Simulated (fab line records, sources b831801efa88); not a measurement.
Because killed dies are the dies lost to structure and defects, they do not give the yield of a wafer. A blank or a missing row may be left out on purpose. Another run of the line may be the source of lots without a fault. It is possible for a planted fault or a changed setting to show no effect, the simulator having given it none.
What tool caused it? | flow sky130 | Sampling: 24 lots, 72 wafers, 4 of 708 route steps

== WHAT THE GAUGES READ, wafer by wafer ==
SKY_CONTACT_RS_MEAS_25: uses a four-point probe to measure. Usual: CONTACT_W_RS typically reads 0.336 ohm/sq, with standard deviation 0.0034.
lot  | measured     | on            | CONTACT_W_RS (ohm/sq) | flag
L074 | day 31 12:35 | film-metro-04 | 0.336 0.331 0.332     |
L075 | day 31 20:43 | film-metro-03 | 0.332 0.338 0.333     |
L076 | day 32 03:49 | film-metro-03 | 0.342 0.334 0.337     |
L077 | day 32 15:02 | film-metro-03 | 0.339 0.332 0.332     |
L078 | day 32 21:19 | film-metro-04 | 0.335 0.339 0.332     |
L079 | day 33 00:55 | film-metro-04 | 0.342 0.342 0.340     |
L080 | day 33 07:11 | film-metro-03 | 0.336 0.333 0.330     |
L081 | day 33 20:35 | film-metro-01 | 0.333 0.337 0.333     |
L083 | day 34 12:09 | film-metro-03 | 0.337 0.337 0.337     |
L082 | day 34 14:08 | film-metro-01 | 0.332 0.336 0.336     |
L084 | day 34 23:25 | film-metro-04 | 0.338 0.335 0.337     |
L085 | day 35 13:11 | film-metro-03 | 0.336 0.338 0.338     |
L086 | day 35 19:28 | film-metro-04 | 0.332 0.339 0.336     |
L087 | day 35 22:00 | film-metro-04 | 0.341 0.337 0.338     |
L088 | day 36 00:22 | film-metro-03 | 0.338 0.338 0.340     |
L089 | day 36 17:28 | film-metro-04 | 0.335 0.335 0.341     |
L090 | day 36 18:44 | film-metro-03 | 0.338 0.335 0.336     |
L091 | day 37 06:28 | film-metro-01 | 0.335 0.336 0.339     |
L092 | day 37 13:46 | film-metro-03 | 0.330 0.328 0.326     |
L093 | day 38 06:35 | film-metro-04 | 0.342 0.339 0.344     |
L094 | day 38 08:44 | film-metro-03 | 0.336 0.332 0.332     |
L095 | day 38 12:47 | film-metro-03 | 0.335 0.340 0.334     |
L096 | day 38 16:47 | film-metro-04 | 0.336 0.337 0.335     |
L097 | day 38 20:21 | film-metro-03 | 0.336 0.340 0.336     |

SKY_METAL3_OVL_MEAS_14. Usual: METAL3_OVL typically reads -5 nm, with standard deviation 5.5.
lot  | measured     | on         | METAL3_OVL (nm) | flag
L074 | day 38 13:31 | overlay-01 | -8 -9 -11       |
L075 | day 38 22:23 | overlay-01 | -4 -4 -9        |
L076 | day 39 03:44 | overlay-01 | -11 0 -7        |
L077 | day 39 12:26 | overlay-02 | 0 -7 -11        |
L078 | day 39 19:19 | overlay-02 | -7 -7 -11       |
L079 | day 39 23:11 | overlay-02 | 0 1 -2          |
L080 | day 40 03:47 | overlay-01 | -9 -9 -14       |
L081 | day 40 15:52 | overlay-01 | 3 3 -6          |
L083 | day 41 06:55 | overlay-01 | -2 -13 -6       |
L082 | day 41 07:31 | overlay-02 | -5 -9 -10       |
L084 | day 41 15:43 | overlay-02 | -8 -16 2        |
L085 | day 42 06:23 | overlay-01 | -1 1 3          |
L086 | day 42 09:55 | overlay-02 | -3 0 0          |
L087 | day 42 13:14 | overlay-01 | 4 0 7           |
L088 | day 42 15:08 | overlay-02 | -9 -9 -9        |
L089 | day 43 06:58 | overlay-02 | -8 -5 -6        |
L090 | day 43 07:29 | overlay-01 | 0 -6 -4         |
L091 | day 43 17:40 | overlay-01 | -13 -6 -15      |
L092 | day 43 21:01 | overlay-01 | 5 3 0           |
L093 | day 44 14:49 | overlay-01 | -11 -8 -8       |
L094 | day 44 15:16 | overlay-01 | -8 -13 -7       |
L095 | day 44 20:35 | overlay-02 | -3 -1 -2        |
L096 | day 44 21:37 | overlay-02 | 6 2 -2          |
L097 | day 45 00:07 | overlay-01 | -6 -9 -8        |

== WHAT TOOL EACH LOT RAN ON (gives the tool, then ch and the chambers of the sampled wafers, and finally the start) ==
lot  | SKY_POLY_CUT_ETCH_11               | SKY_CONTACT_ETCH_17
L074 | rie-diel-03 ch 1,2, day 24 01:05   | rie-diel-02 ch 0,1,3, day 31 11:41
L075 | rie-diel-04 ch 1,2,3, day 24 08:19 | rie-diel-02 ch 0,1,3, day 31 19:50
L076 | rie-diel-04 ch 1,2, day 24 16:50   | rie-diel-04 ch 1,2, day 32 02:58
L077 | rie-diel-03 ch 1,3, day 25 04:56   | rie-diel-01 ch 1,2, day 32 14:10
L078 | rie-diel-03 ch 0,3, day 25 11:41   | rie-diel-01 ch 0,3, day 32 20:28
L079 | rie-diel-01 ch 0,1,2, day 25 15:26 | rie-diel-01 ch 0,1,3, day 33 00:02
L080 | rie-diel-04 ch 1,2,3, day 25 23:05 | rie-diel-04 ch 0,2, day 33 06:20
L081 | rie-diel-04 ch 1,2,3, day 26 11:50 | rie-diel-04 ch 1,2, day 33 19:43
L083 | rie-diel-01 ch 2,3, day 27 05:17   | rie-diel-04 ch 0,1,2, day 34 11:14
L082 | rie-diel-03 ch 2,3, day 27 06:23   | rie-diel-01 ch 0,2,3, day 34 13:08
L084 | rie-diel-04 ch 1,3, day 27 16:41   | rie-diel-01 ch 0,2,3, day 34 22:32
L085 | rie-diel-03 ch 0,1,2, day 28 08:01 | rie-diel-04 ch 0,1, day 35 12:19
L086 | rie-diel-03 ch 0,2,3, day 28 10:53 | rie-diel-02 ch 1,2, day 35 18:35
L087 | rie-diel-04 ch 0,1,2, day 28 15:52 | rie-diel-04 ch 1,2,3, day 35 21:01
L088 | rie-diel-04 ch 1,3, day 28 18:56   | rie-diel-02 ch 0,1, day 35 23:31
L089 | rie-diel-01 ch 0,1,2, day 29 11:05 | rie-diel-04 ch 1,3, day 36 16:05
L090 | rie-diel-04 ch 0,1,3, day 29 16:01 | rie-diel-01 ch 0,1,3, day 36 17:49
L091 | rie-diel-04 ch 0,1,2, day 30 03:07 | rie-diel-01 ch 0,2, day 37 05:34
L092 | rie-diel-04 ch 1,2,3, day 30 10:20 | rie-diel-04 ch 0,2,3, day 37 12:52
L093 | rie-diel-01 ch 0,1,3, day 31 05:58 | rie-diel-01 ch 0,1, day 38 05:37
L094 | rie-diel-03 ch 0,1, day 31 07:56   | rie-diel-01 ch 0,2,3, day 38 07:49
L095 | rie-diel-03 ch 1,2,3, day 31 14:05 | rie-diel-02 ch 0,1,3, day 38 11:56
L096 | rie-diel-04 ch 1,2,3, day 31 17:41 | rie-diel-02 ch 1,2,3, day 38 15:52
L097 | rie-diel-01 ch 0,1, day 31 20:29   | rie-diel-01 ch 2,3, day 38 19:22
- SKY_POLY_CUT_ETCH_11: etches Si3N4 in CF4/CH2F2/Ar, stops on poly-Si, time 42.5 s, target depth 60 nm.
- SKY_CONTACT_ETCH_17: etches SiO2 in C4F8/O2/Ar, stops on Si3N4, target depth 340 nm.

== AS READ BY THE TOOLS THEMSELVES (means over the sampled wafers that have a number; for cases with no such wafer, the mark the record gives instead) ==
SKY_POLY_CUT_ETCH_11. Usual: drypump-motor-current-A 5.71 A, standard deviation 0.3; oes-product-au 0.829 a.u., standard deviation 0.0061; throttle-valve-pct 14.994 %, standard deviation 0.0087.
lot  | tool        | drypump-motor-current-A (A) | oes-product-au (a.u.) | throttle-valve-pct (%) | flag
L074 | rie-diel-03 | 5.24                        | 0.825                 | 14.996                 |
L075 | rie-diel-04 | 5.86                        | 0.834                 | 14.989                 |
L076 | rie-diel-04 | 5.77                        | 0.830                 | 14.986                 |
L077 | rie-diel-03 | 5.72                        | 0.823                 | 14.993                 |
L078 | rie-diel-03 | 5.74                        | 0.826                 | 14.988                 |
L079 | rie-diel-01 | 5.88                        | 0.831                 | 14.997                 |
L080 | rie-diel-04 | 5.86                        | 0.832                 | 14.992                 |
L081 | rie-diel-04 | 5.85                        | 0.831                 | 14.987                 |
L083 | rie-diel-01 | 5.91                        | 0.826                 | 14.998                 |
L082 | rie-diel-03 | 5.66                        | 0.833                 | 14.988                 |
L084 | rie-diel-04 | 5.88                        | 0.820                 | 14.995                 |
L085 | rie-diel-03 | 5.32                        | 0.821                 | 14.995                 |
L086 | rie-diel-03 | 5.49                        | 0.832                 | 14.995                 |
L087 | rie-diel-04 | 5.78                        | 0.821                 | 14.990                 |
L088 | rie-diel-04 | 5.88                        | 0.834                 | 14.989                 |
L089 | rie-diel-01 | 5.88                        | 0.826                 | 14.986                 |
L090 | rie-diel-04 | 5.91                        | 0.817                 | 14.989                 |
L091 | rie-diel-04 | 5.79                        | 0.831                 | 14.993                 |
L092 | rie-diel-04 | 5.87                        | 0.827                 | 14.992                 |
L093 | rie-diel-01 | 5.61                        | 0.836                 | 14.995                 |
L094 | rie-diel-03 | 5.37                        | 0.828                 | 15.003                 |
L095 | rie-diel-03 | 5.46                        | 0.832                 | 14.993                 |
L096 | rie-diel-04 | 5.86                        | 0.835                 | 14.995                 |
L097 | rie-diel-01 | 5.62                        | 0.834                 | 15.001                 |

SKY_CONTACT_ETCH_17. Usual: oes-product-au 0.891 a.u., standard deviation 0.0053.
lot  | tool        | oes-product-au (a.u.) | flag
L074 | rie-diel-02 | 0.886                 |
L075 | rie-diel-02 | 0.890                 |
L076 | rie-diel-04 | 0.896                 |
L077 | rie-diel-01 | 0.893                 |
L078 | rie-diel-01 | 0.893                 |
L079 | rie-diel-01 | 0.888                 |
L080 | rie-diel-04 | 0.890                 |
L081 | rie-diel-04 | 0.888                 |
L083 | rie-diel-04 | 0.889                 |
L082 | rie-diel-01 | 0.891                 |
L084 | rie-diel-01 | 0.888                 |
L085 | rie-diel-04 | 0.888                 |
L086 | rie-diel-02 | 0.894                 |
L087 | rie-diel-04 | 0.895                 |
L088 | rie-diel-02 | 0.895                 |
L089 | rie-diel-04 | 0.895                 |
L090 | rie-diel-01 | 0.897                 |
L091 | rie-diel-01 | 0.889                 |
L092 | rie-diel-04 | 0.889                 |
L093 | rie-diel-01 | 0.890                 |
L094 | rie-diel-01 | 0.889                 |
L095 | rie-diel-02 | 0.893                 |
L096 | rie-diel-02 | 0.889                 |
L097 | rie-diel-01 | 0.890                 |

== THE ANSWER, worked out from the rows above alone ==
Rule: a lot is off if the mean of its wafers that have a number lies more than 3 standard deviations from the usual mean. A lot without any number at a reading at which 4 lots or more have one is off too. Any other lot the step has rows for is counted as sound. The gauges are gone through in route order, then the tools' own readings, and for those a lot's mean is taken as printed above. At the first step where some lot is off, the reading lying furthest off is the one used; lots without a number count as furthest.
No lot is off at any reading shown: from this, nothing can be told.

== WHAT HAD BEEN PUT IN BY THE SIMULATOR ==
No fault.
